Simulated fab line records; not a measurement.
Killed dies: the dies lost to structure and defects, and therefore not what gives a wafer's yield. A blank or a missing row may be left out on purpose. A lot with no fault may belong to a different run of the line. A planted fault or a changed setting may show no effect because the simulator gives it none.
The tool behind it: which one? + flow sfq-line + 14 lots with 42 wafers sampled at 6 steps, on a route of 325 steps

WHAT THE GAUGES SHOWED, per wafer
SFQ_M2_RS_MEAS_914: uses a four-point probe to measure.
| lot  | measured     | on            | M2_NB_RS (ohm/sq) |
|------|--------------|---------------|-------------------|
| L825 | day 30 23:15 | film-metro-04 | 0.866 0.888 0.875 |
| L826 | day 32 11:15 | film-metro-01 | 0.868 0.860 0.878 |
| L827 | day 32 21:13 | film-metro-04 | 0.906 0.909 0.907 |
| L829 | day 33 09:28 | film-metro-02 | 0.882 0.885 0.886 |
| L830 | day 34 01:56 | film-metro-01 | 0.893 0.895 0.886 |
| L831 | day 34 19:55 | film-metro-02 | 0.894 0.897 0.889 |
| L832 | day 35 04:19 | film-metro-04 | 0.887 0.892 0.889 |
| L833 | day 35 17:23 | film-metro-04 | 0.874 0.882 0.875 |
| L836 | day 37 05:26 | film-metro-02 | 0.909 0.907 0.904 |
| L843 | day 39 10:20 | film-metro-02 | 0.887 0.892 0.887 |
| L845 | day 39 16:22 | film-metro-01 | 1.237 1.234 1.239 |
| L846 | day 39 21:07 | film-metro-01 | 1.190 1.203 1.198 |
| L847 | day 41 06:22 | film-metro-01 | 0.889 0.889 0.895 |
| L848 | day 41 17:17 | film-metro-01 | 0.885 0.890 0.892 |

SFQ_M4_OVL_MEAS_926.
| lot  | measured     | on         | M4_OVL (nm) |
|------|--------------|------------|-------------|
| L825 | day 56 20:41 | overlay-01 | -17 -7 -15  |
| L826 | day 58 01:29 | overlay-01 | -5 -9 -10   |
| L827 | day 58 08:50 | overlay-01 | -4 -4 -8    |
| L829 | day 58 21:53 | overlay-02 | -9 0 -2     |
| L830 | day 59 05:05 | overlay-01 | -2 -4 -1    |
| L831 | day 60 04:00 | overlay-02 | -7 3 -9     |
| L832 | day 60 13:36 | overlay-02 | -8 -3 -2    |
| L833 | day 60 18:24 | overlay-01 | -7 -4 2     |
| L836 | day 62 04:23 | overlay-01 | 1 7 5       |
| L843 | day 63 13:20 | overlay-01 | -2 -4 5     |
| L845 | day 63 20:32 | overlay-02 | -6 -6 -4    |
| L846 | day 63 22:56 | overlay-02 | -13 0 -11   |
| L847 | day 64 00:07 | overlay-01 | -10 -1 -9   |
| L848 | day 64 18:15 | overlay-01 | -11 -14 -15 |

WHICH TOOL RAN EACH LOT (tool, then ch and the chambers of the sampled wafers, then the start)
| lot  | SFQ_TRILAYER_L0_BARC_OPEN_METAL_ETCH_010 | SFQ_TRILAYER_M2_DEP_SPUTTER_055 | SFQ_TRILAYER_M2_ETCH_METAL_ETCH_060 | SFQ_TRILAYER_I2_METRO_MEASURE_065 |
|------|------------------------------------------|---------------------------------|-------------------------------------|-----------------------------------|
| L825 | rie-metal-02 ch 0,1, day 4 14:16         | pvd-sputter-03, day 30 23:10    | rie-metal-04 ch 0,1, day 37 06:47   | film-metro-01, day 37 10:55       |
| L826 | rie-metal-02 ch 1, day 4 23:59           | pvd-sputter-03, day 32 11:10    | rie-metal-01 ch 0, day 38 13:59     | film-metro-03, day 38 20:35       |
| L827 | rie-metal-02 ch 0,1, day 5 03:35         | pvd-sputter-06, day 32 21:06    | rie-metal-03 ch 0,1, day 38 22:31   | film-metro-03, day 39 05:47       |
| L829 | rie-metal-02 ch 0,1, day 5 18:03         | pvd-sputter-03, day 33 09:22    | rie-metal-03 ch 0,1, day 39 14:07   | film-metro-01, day 39 18:25       |
| L830 | rie-metal-03 ch 0,1, day 6 01:15         | pvd-sputter-05, day 34 01:51    | rie-metal-01 ch 0,1, day 40 05:43   | film-metro-01, day 40 11:37       |
| L831 | rie-metal-04 ch 0,1, day 6 08:29         | pvd-sputter-05, day 34 19:50    | rie-metal-04 ch 1, day 41 15:02     | film-metro-03, day 41 19:47       |
| L832 | rie-metal-03 ch 1, day 6 13:15           | pvd-sputter-03, day 35 04:14    | rie-metal-03 ch 0,1, day 41 23:26   | film-metro-03, day 42 04:10       |
| L833 | rie-metal-02 ch 0,1, day 6 16:51         | pvd-sputter-05, day 35 17:18    | rie-metal-04 ch 0,1, day 42 10:14   | film-metro-03, day 42 14:56       |
| L836 | rie-metal-02 ch 0,1, day 7 09:43         | pvd-sputter-03, day 37 05:18    | rie-metal-04 ch 0,1, day 43 22:25   | film-metro-01, day 44 05:14       |
| L843 | rie-metal-03 ch 0, day 9 01:26           | pvd-sputter-06, day 39 10:13    | rie-metal-04 ch 0, day 45 17:31     | film-metro-02, day 46 03:37       |
| L845 | rie-metal-04 ch 0,1, day 9 11:01         | pvd-sputter-03, day 39 16:14    | rie-metal-01 ch 0,1, day 45 23:24   | film-metro-02, day 46 09:37       |
| L846 | rie-metal-02 ch 0,1, day 9 19:24         | pvd-sputter-03, day 39 21:01    | rie-metal-01 ch 0,1, day 46 06:34   | film-metro-02, day 46 20:16       |
| L847 | rie-metal-03 ch 0, day 10 06:12          | pvd-sputter-05, day 41 06:17    | rie-metal-01 ch 0, day 47 10:05     | film-metro-01, day 47 14:11       |
| L848 | rie-metal-03 ch 0, day 10 09:48          | pvd-sputter-06, day 41 17:11    | rie-metal-03 ch 1, day 47 21:18     | film-metro-03, day 48 01:24       |
- SFQ_TRILAYER_L0_BARC_OPEN_METAL_ETCH_010: etches BARC in O2, target depth 125 nm, time 41.7 s.
- SFQ_TRILAYER_M2_DEP_SPUTTER_055: material Nb, target thk 200 nm, time 133.3 s.
- SFQ_TRILAYER_M2_ETCH_METAL_ETCH_060: etches Nb in Cl2/Ar, stops on SiO2, target depth 240 nm, time 120 s.
- SFQ_TRILAYER_I2_METRO_MEASURE_065

AS READ BY THE TOOLS THEMSELVES (means over the sampled wafers that have a number; for cases with no such wafer, the mark the record gives instead)
SFQ_TRILAYER_L0_BARC_OPEN_METAL_ETCH_010.
| lot  | tool         | chamber-pressure-mTorr (mTorr) | drypump-motor-current-A (A) | oes-product-au (a.u.) |
|------|--------------|--------------------------------|-----------------------------|-----------------------|
| L825 | rie-metal-02 | 10.008                         | 5.9                         | 0.684                 |
| L826 | rie-metal-02 | 10.002                         | 6.3                         | 0.678                 |
| L827 | rie-metal-02 | 10.007                         | 5.8                         | 0.683                 |
| L829 | rie-metal-02 | 9.999                          | 6.1                         | 0.688                 |
| L830 | rie-metal-03 | 10.004                         | 5.5                         | 0.687                 |
| L831 | rie-metal-04 | 9.995                          | 6.3                         | 0.685                 |
| L832 | rie-metal-03 | 9.996                          | 5.3                         | 0.685                 |
| L833 | rie-metal-02 | 10.002                         | 6.1                         | 0.689                 |
| L836 | rie-metal-02 | 9.997                          | 5.9                         | 0.684                 |
| L843 | rie-metal-03 | 9.996                          | 6.0                         | 0.683                 |
| L845 | rie-metal-04 | 10.002                         | 6.3                         | 0.683                 |
| L846 | rie-metal-02 | 10.001                         | 6.1                         | 0.687                 |
| L847 | rie-metal-03 | 10.010                         | 6.0                         | 0.689                 |
| L848 | rie-metal-03 | 9.993                          | 6.0                         | 0.688                 |

SFQ_TRILAYER_M2_DEP_SPUTTER_055.
| lot  | tool           | cathode-dc-power-W (W) | resputter-cathode-voltage-v (V) | throttle-valve-pct (%) |
|------|----------------|------------------------|---------------------------------|------------------------|
| L825 | pvd-sputter-03 | 2000.2                 | 396                             | 30.1                   |
| L826 | pvd-sputter-03 | 2000.1                 | 402                             | 30.3                   |
| L827 | pvd-sputter-06 | 2000.1                 | 402                             | 29.7                   |
| L829 | pvd-sputter-03 | 2000.1                 | 397                             | 30.1                   |
| L830 | pvd-sputter-05 | 2000.2                 | 397                             | 30.6                   |
| L831 | pvd-sputter-05 | 2000.2                 | 401                             | 29.7                   |
| L832 | pvd-sputter-03 | 1999.2                 | 399                             | 29.9                   |
| L833 | pvd-sputter-05 | 2000.0                 | 399                             | 30.3                   |
| L836 | pvd-sputter-03 | 2000.0                 | 406                             | 30.5                   |
| L843 | pvd-sputter-06 | 2000.1                 | 404                             | 30.6                   |
| L845 | pvd-sputter-03 | 2000.0                 | 400                             | 30.0                   |
| L846 | pvd-sputter-03 | 2000.1                 | 400                             | 30.3                   |
| L847 | pvd-sputter-05 | 2000.0                 | 405                             | 29.8                   |
| L848 | pvd-sputter-06 | 1999.9                 | 400                             | 30.7                   |

SFQ_TRILAYER_M2_ETCH_METAL_ETCH_060.
| lot  | tool         | chamber-pressure-mTorr (mTorr) | drypump-motor-current-A (A) | oes-product-au (a.u.) |
|------|--------------|--------------------------------|-----------------------------|-----------------------|
| L825 | rie-metal-04 | 9.997                          | 6.3                         | 0.901                 |
| L826 | rie-metal-01 | 10.003                         | 5.8                         | 0.901                 |
| L827 | rie-metal-03 | 9.996                          | 5.5                         | 0.884                 |
| L829 | rie-metal-03 | 9.997                          | 5.5                         | 0.896                 |
| L830 | rie-metal-01 | 9.995                          | 5.7                         | 0.892                 |
| L831 | rie-metal-04 | 10.004                         | 6.1                         | 0.885                 |
| L832 | rie-metal-03 | 9.996                          | 5.7                         | 0.896                 |
| L833 | rie-metal-04 | 10.000                         | 6.5                         | 0.897                 |
| L836 | rie-metal-04 | 9.997                          | 6.4                         | 0.883                 |
| L843 | rie-metal-04 | 10.000                         | 6.7                         | 0.896                 |
| L845 | rie-metal-01 | 9.995                          | 5.6                         | 0.752                 |
| L846 | rie-metal-01 | 10.000                         | 5.7                         | 0.760                 |
| L847 | rie-metal-01 | 10.000                         | 5.8                         | 0.892                 |
| L848 | rie-metal-03 | 10.006                         | 5.3                         | 0.896                 |

SFQ_TRILAYER_I2_METRO_MEASURE_065.
| lot  | tool          | thk-nm (nm) |
|------|---------------|-------------|
| L825 | film-metro-01 | 200.8       |
| L826 | film-metro-03 | 199.2       |
| L827 | film-metro-03 | 198.8       |
| L829 | film-metro-01 | 199.1       |
| L830 | film-metro-01 | 199.6       |
| L831 | film-metro-03 | 200.4       |
| L832 | film-metro-03 | 198.3       |
| L833 | film-metro-03 | 199.8       |
| L836 | film-metro-01 | 200.9       |
| L843 | film-metro-02 | 199.6       |
| L845 | film-metro-02 | 200.2       |
| L846 | film-metro-02 | 200.7       |
| L847 | film-metro-01 | 200.8       |
| L848 | film-metro-03 | 200.6       |

THE ANSWER, worked out from the rows above alone
Rule: what is usual is taken from the lots themselves. Put in order of their means at a reading, lots are off if they are a third of the lots or fewer, leave a main group of 4 or more, and stand apart from it by a gap of 3 or more times the standard deviation of the main group's means; of several such gaps the widest counts. A main group is skipped when, at the precision printed for the reading in the tables above, its means are all equal. Also off: a lot with no number at a reading for which 4 or more lots have one. Any other lot the step has rows for is counted as sound. Order of review: gauges by route order, followed by the tools' own readings, for which a lot's mean as printed above is used. The first step at which some lot is off is used, and at that step the reading that is off furthest; a lot without a number counts as furthest.
Off: L845, L846, at SFQ_M2_RS_MEAS_914 (M2_NB_RS). For the main group the mean is 0.889 ohm/sq and the standard deviation 0.011.
A tool fits if, at a process step before that reading, it ran every lot that is off, and no sound lot after the first of them. The gauges at SFQ_M2_RS_MEAS_914 aren't tried: what is off there is off at SFQ_TRILAYER_M2_ETCH_METAL_ETCH_060 too, on other tools, and a gauge's error can't cause that. One fits: pvd-sputter-03 at SFQ_TRILAYER_M2_DEP_SPUTTER_055. A fault onset in the window from L836 (day 37 05:18, its last sound lot) to L845 (day 39 16:14, its first lot off) fits.

WHAT WAS PUT IN BY THE SIMULATOR
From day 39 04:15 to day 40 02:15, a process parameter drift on pvd-sputter-03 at SFQ_TRILAYER_M2_DEP_SPUTTER_055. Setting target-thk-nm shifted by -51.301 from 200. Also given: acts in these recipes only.
Struck lots among those shown: L845, L846. The same result came from the rule above.
